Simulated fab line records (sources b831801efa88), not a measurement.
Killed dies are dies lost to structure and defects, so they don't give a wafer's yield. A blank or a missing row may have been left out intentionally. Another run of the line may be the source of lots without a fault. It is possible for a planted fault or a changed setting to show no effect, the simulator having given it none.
Matching of chambers + flow sky130 + hdpcvd-02 running SKY_VIA2_HDPCVD_00: 3 sister chambers
The step deposits SiO2, target thk 1180 nm, time 196.7 s. 14 wafers are shown with their chamber, then 7 later ones without.

## WAFERS PAIRED WITH THEIR CHAMBERS
| wafer  | chamber | runLengthS (s) | susceptorTempC (C) |
|--------|---------|----------------|--------------------|
| L518.2 | 2       | 226.1          | 400.03             |
| L518.3 | 0       | 225.1          | 400.16             |
| L518.6 | 2       | 225.4          | 400.22             |
| L519.3 | 1       | 225.4          | 400.30             |
| L519.5 | 0       | 224.6          | 399.84             |
| L519.6 | 2       | 225.8          | 400.34             |
| L524.2 | 2       | 225.5          | 400.03             |
| L524.5 | 0       | 224.4          | 400.08             |
| L524.6 | 1       | 225.3          | 399.95             |
| L535.1 | 0       | 224.0          | 399.83             |
| L535.2 | 1       | 224.9          | 399.86             |
| L535.4 | 1       | 224.9          | 399.98             |
| L536.3 | 0       | 224.1          | 399.60             |
| L536.5 | 1       | 224.7          | 400.14             |

SIGNATURES (averages over the wafers above)
| reading        | chamber 0 | chamber 1 | chamber 2 | scatter within a chamber |
|----------------|-----------|-----------|-----------|--------------------------|
| runLengthS     | 224.440   | 225.040   | 225.700   | 0.36                     |
| susceptorTempC | 399.9020  | 400.0460  | 400.1550  | 0.188                    |
Rule: distance of a wafer from a chamber = root of the sum over the readings of ((wafer's reading minus chamber's mean) / reading's scatter) squared. If the next closest chamber is less than 2 further off than the closest, the wafer can't be placed; otherwise it belongs to the closest. The scatter: the root of (the sum of the squares of (reading less its chamber's mean) over the shown wafers, divided by (wafers less chambers)).

## WAFERS WHOSE CHAMBER IS MISSING
| wafer  | runLengthS (s) | susceptorTempC (C) |
|--------|----------------|--------------------|
| L536.6 | 225.0          | 400.03             |
| L539.2 | 225.4          | 400.07             |
| L539.4 | 225.2          | 400.10             |
| L539.6 | 224.7          | 400.11             |
| L541.2 | 225.1          | 400.17             |
| L541.3 | 224.7          | 400.18             |
| L541.4 | 224.6          | 400.03             |

## EACH ONE'S CHAMBER
| wafer  | from the rows above          | in truth |
|--------|------------------------------|----------|
| L536.6 | can't be placed: 1 or 0 or 2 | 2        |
| L539.2 | can't be placed: 2 or 1 or 0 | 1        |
| L539.4 | can't be placed: 1 or 2 or 0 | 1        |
| L539.6 | can't be placed: 1 or 0 or 2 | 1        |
| L541.2 | can't be placed: 1 or 2 or 0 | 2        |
| L541.3 | can't be placed: 1 or 0 or 2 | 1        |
| L541.4 | can't be placed: 0 or 1      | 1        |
Correctly placed: 0 of 7. From these rows, 7 cannot be placed; in 7 the true chamber is one of the candidates. Placed wrongly: 0.
